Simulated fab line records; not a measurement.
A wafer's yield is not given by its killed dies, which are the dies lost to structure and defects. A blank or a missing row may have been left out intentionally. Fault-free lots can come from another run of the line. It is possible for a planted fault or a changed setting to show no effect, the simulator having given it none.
Check of tool commonality    flow sky130    12 lots, 36 wafers sampled

WHAT PROMPTED THE OPENING
At SKY_SONOS_ONO_THK_MEAS_01 the reading SONOS_ONO_OXIDATION_THK is flagged on 3 of 12 lots. Wafers without a fault read 2.60 nm, standard deviation 0.055.
Rule: a lot is flagged when every wafer of it that has a number lies more than 4 standard deviations from that mean, or none has a number. As for the other lots, they are considered sound.

lot   measured      on             SONOS_ONO_OXIDATION_THK (nm), wafer by wafer  flag
L777  day 11 16:23  film metro-04  2.58 2.56 2.60                                
L778  day 12 01:30  film metro-04  2.61 2.60 2.66                                
L779  day 12 21:05  film metro-01  1.70 1.69 1.63                                FLAGGED
L780  day 12 21:07  film metro-04  1.65 1.68 1.70                                FLAGGED
L781  day 12 23:36  film metro-03  1.66 1.64 1.62                                FLAGGED
L782  day 13 16:17  film metro-03  2.62 2.62 2.63                                
L784  day 13 23:24  film metro-01  2.54 2.53 2.49                                
L794  day 17 06:38  film metro-04  2.69 2.68 2.68                                
L795  day 17 10:36  film metro-01  2.62 2.70 2.65                                
L796  day 18 00:22  film metro-04  2.60 2.58 2.65                                
L798  day 18 08:00  film metro-04  2.55 2.66 2.60                                
L799  day 18 19:47  film metro-03  2.64 2.63 2.60                                
The mean of the flagged lots' numbers is 1.66 nm, -0.94 nm from the usual (-17 standard deviations).

EACH LOT AND THE TOOL IT RAN ON
The record holds 1 process step before the reading, out of a route of 708 steps. Read each cell as the tool, then ch plus the chambers that the sampled wafers visited, then the start.
lot   flag     SKY_SONOS_ONO_OXIDATION_00
L777           furnace-01 ch 0, day 11 15:03
L778           furnace-01 ch 0, day 12 00:10
L779  FLAGGED  furnace-01 ch 0, day 12 19:44
L780  FLAGGED  furnace-01 ch 0, day 12 19:44
L781  FLAGGED  furnace-01 ch 0, day 12 22:15
L782           furnace-02 ch 0, day 13 14:56
L784           furnace-02 ch 0, day 13 22:02
L794           furnace-02 ch 0, day 17 05:17
L795           furnace-01 ch 0, day 17 09:14
L796           furnace-02 ch 0, day 17 22:59
L798           furnace-01 ch 0, day 18 06:38
L799           furnace-01 ch 0, day 18 18:25
These steps, and what they do:
- SKY_SONOS_ONO_OXIDATION_00: stabilise 600 s, purge 300 s, target thk 2.6 nm.
- SKY_SONOS_ONO_THK_MEAS_01

FLAGGED OVER TOTAL, TOOL BY TOOL (the gauges that took the reading come last)
step                        tool           lots run  flagged  share of the flagged lots  sound lots run after its first flagged lot
SKY_SONOS_ONO_OXIDATION_00  furnace-01     8         3        all                        3 (L795,L798,L799)
SKY_SONOS_ONO_OXIDATION_00  furnace-02     4         0        none                       -
SKY_SONOS_ONO_THK_MEAS_01   film metro-01  3         1        some                       2 (L784,L795)
SKY_SONOS_ONO_THK_MEAS_01   film metro-03  3         1        some                       2 (L782,L799)
SKY_SONOS_ONO_THK_MEAS_01   film metro-04  6         1        some                       3 (L794,L796,L798)

WHAT THE TABLE ALLOWS
All flagged lots share 1 row of the table, namely furnace-01 at SKY_SONOS_ONO_OXIDATION_00.
- furnace-01 at SKY_SONOS_ONO_OXIDATION_00: 3 of its 8 lots flagged. Sound lots followed the first flagged one (L795, L798, L799) on it, something a lasting fault affecting the whole tool could not allow. Its own readings (spike tc bottom C, spike tc centre C, spike tc lower C, spike tc top C, spike tc upper C, tube center temp C, tube_center_temp_C_max) fall more than 4 standard deviations out on all wafers of the flagged lots.
No row of the table ran every flagged lot and no sound lot after the first.

WHAT THE SIMULATOR HAD PUT IN
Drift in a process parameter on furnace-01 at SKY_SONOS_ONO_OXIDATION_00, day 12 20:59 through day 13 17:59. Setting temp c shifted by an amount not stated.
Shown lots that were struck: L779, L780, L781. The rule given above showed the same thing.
